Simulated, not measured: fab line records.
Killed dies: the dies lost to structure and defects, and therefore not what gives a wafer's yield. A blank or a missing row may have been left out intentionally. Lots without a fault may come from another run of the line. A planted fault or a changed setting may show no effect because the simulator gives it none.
Which of the tools did it? -- flow gf180mcu -- 33 wafers from 11 lots sampled at 6 of the route's 602 steps

== WHAT THE GAUGES SHOWED, per wafer ==
GF_V5_BOW_MEAS_05.
lot,measured,on,V5_BOW (um)
L612,day 26 04:09,film_metro-01,128 126 135
L613,day 26 12:33,film_metro-03,130 144 134
L614,day 26 20:34,film_metro-01,121 109 115
L616,day 27 17:38,film_metro-01,127 123 113
L618,day 28 13:47,film_metro-03,129 125 127
L619,day 28 19:35,film_metro-01,127 133 132
L620,day 29 10:55,film_metro-03,144 143 126
L621,day 29 16:17,film_metro-03,133 133 125
L627,day 31 00:58,film_metro-01,125 124 128
L629,day 31 09:47,film_metro-03,130 137 130
L633,day 32 21:28,film_metro-04,133 126 125

GF_V5_THK_MEAS_25: measures by xrf.
lot,measured,on,V5_W_THK (nm)
L612,day 27 02:01,film_metro-01,346 352 348
L613,day 27 10:07,film_metro-04,355 359 353
L614,day 27 17:13,film_metro-04,356 354 352
L616,day 28 14:25,film_metro-01,353 352 349
L618,day 29 10:44,film_metro-01,356 358 361
L619,day 29 15:52,film_metro-01,351 348 351
L620,day 30 08:49,film_metro-01,349 349 346
L621,day 30 11:28,film_metro-01,343 347 346
L627,day 31 19:29,film_metro-04,359 358 357
L629,day 32 05:05,film_metro-04,351 352 349
L633,day 33 14:39,film_metro-01,345 344 343

GF_TOP_METAL_RS_MEAS_05: measures by four-point-probe.
lot,measured,on,TOP_METAL_ALCU_RS (ohm/sq)
L612,day 27 02:36,film_metro-01,0.0327 0.0328 0.0326
L613,day 27 10:43,film_metro-04,0.0329 0.0329 0.0332
L614,day 27 17:49,film_metro-02,0.0329 0.0335 0.0336
L616,day 28 15:02,film_metro-02,0.0333 0.0333 0.0333
L618,day 29 11:20,film_metro-04,0.0328 0.0327 0.0327
L619,day 29 16:28,film_metro-04,0.0328 0.0328 0.0327
L620,day 30 09:24,film_metro-01,0.0327 0.0331 0.0329
L621,day 30 12:03,film_metro-01,0.0327 0.0325 0.0323
L627,day 31 20:04,film_metro-02,0.0372 0.0370 0.0372
L629,day 32 05:41,film_metro-02,0.0371 0.0366 0.0370
L633,day 33 15:14,film_metro-02,0.0325 0.0325 0.0325

GF_TOP_METAL_THK_MEAS_06: measures by xrf.
lot,measured,on,TOP_METAL_ALCU_THK (nm)
L612,day 27 02:43,film_metro-01,917 916 918
L613,day 27 10:49,film_metro-04,917 918 905
L614,day 27 17:55,film_metro-02,905 896 888
L616,day 28 15:08,film_metro-02,905 900 899
L618,day 29 11:28,film_metro-04,913 919 919
L619,day 29 16:34,film_metro-04,918 912 912
L620,day 30 09:31,film_metro-01,912 903 907
L621,day 30 12:10,film_metro-01,911 919 926
L627,day 31 20:11,film_metro-02,801 813 802
L629,day 32 05:47,film_metro-02,814 823 806
L633,day 33 15:21,film_metro-02,924 924 933

== EACH LOT AND THE TOOL THAT RAN IT (in order: tool; ch and the chambers of the sampled wafers; start) ==
lot,GF_V5_CVD_02,GF_TOP_METAL_SPUTTER_02
L612,"pecvd-04 ch 0,1,2, day 26 03:39","pvd_sputter-03, day 27 02:31"
L613,"pecvd-02 ch 0,1,2, day 26 12:03","pvd_sputter-01, day 27 10:35"
L614,"pecvd-01 ch 0,1,2, day 26 20:04","pvd_sputter-04, day 27 17:41"
L616,"pecvd-01 ch 1,2, day 27 17:09","pvd_sputter-04, day 28 14:53"
L618,"pecvd-02 ch 1,2, day 28 13:19","pvd_sputter-01, day 29 11:14"
L619,"pecvd-02 ch 0,1, day 28 19:05","pvd_sputter-03, day 29 16:20"
L620,"pecvd-04 ch 0,1, day 29 10:26","pvd_sputter-01, day 30 09:17"
L621,"pecvd-04 ch 0,1,2, day 29 15:47","pvd_sputter-01, day 30 11:56"
L627,"pecvd-04 ch 1,2, day 31 00:29","pvd_sputter-04, day 31 19:59"
L629,"pecvd-04 ch 0,2, day 31 09:17","pvd_sputter-04, day 32 05:34"
L633,"pecvd-01 ch 0,1, day 32 20:53","pvd_sputter-01, day 33 15:08"
- GF_V5_CVD_02: deposits SiO2 from TEOS, target thk 1450 nm, time 163.28 s.
- GF_TOP_METAL_SPUTTER_02: material AlCu, target thk 900 nm, time 47.82 s.

== WHAT THE TOOLS THEMSELVES READ (means of the sampled wafers that have a number; where no wafer has one, the mark that the record gives instead) ==
GF_V5_CVD_02.
lot,tool,heater_power_w (W)
L612,pecvd-04,628
L613,pecvd-02,759
L614,pecvd-01,674
L616,pecvd-01,624
L618,pecvd-02,887
L619,pecvd-02,607
L620,pecvd-04,552
L621,pecvd-04,573
L627,pecvd-04,582
L629,pecvd-04,613
L633,pecvd-01,618

GF_TOP_METAL_SPUTTER_02.
lot,tool,cathode_dc_power_W (W),throttle_valve_pct (%)
L612,pvd_sputter-03,10599,29.8
L613,pvd_sputter-01,10599,30.4
L614,pvd_sputter-04,10600,30.8
L616,pvd_sputter-04,10599,30.5
L618,pvd_sputter-01,10599,30.4
L619,pvd_sputter-03,10598,30.2
L620,pvd_sputter-01,10598,30.4
L621,pvd_sputter-01,10601,30.3
L627,pvd_sputter-04,9477,30.5
L629,pvd_sputter-04,9477,30.4
L633,pvd_sputter-01,10601,29.6

== THE ANSWER, worked out from the rows above alone ==
Rule: what is usual is taken from the lots themselves. The widest of any qualifying gaps counts: lots, ordered by their means at a reading, are off when they make up no more than a third of the lots, leave a main group of 4 or more, and stand apart from it by 3 or more times the standard deviation of that group's means. The tables above print the reading to a certain number of digits; a main group whose means all agree to those digits is not used. A lot without any number at a reading at which 4 lots or more have one is off too. The other lots that the step has rows for count as sound. Order of review: gauges by route order, followed by the tools' own readings, for which a lot's mean as printed above is used. The first step at which some lot is off is used, and at that step the reading that is off furthest; a lot without a number counts as furthest.
Off: L627, L629, at GF_TOP_METAL_RS_MEAS_05 (TOP_METAL_ALCU_RS). The main group: mean 0.0329 ohm/sq, standard deviation 0.00029.
A tool fits if, at a process step before that reading, it ran every lot that is off, and no sound lot after the first of them. Not tried: the gauges at GF_TOP_METAL_RS_MEAS_05; whatever is off there is also off at GF_TOP_METAL_SPUTTER_02, on other tools, and gauge error can't account for it. Undecided on this evidence; 2 tools fit (pecvd-04 at GF_V5_CVD_02, pvd_sputter-04 at GF_TOP_METAL_SPUTTER_02).

== WHAT WAS PUT IN BY THE SIMULATOR ==
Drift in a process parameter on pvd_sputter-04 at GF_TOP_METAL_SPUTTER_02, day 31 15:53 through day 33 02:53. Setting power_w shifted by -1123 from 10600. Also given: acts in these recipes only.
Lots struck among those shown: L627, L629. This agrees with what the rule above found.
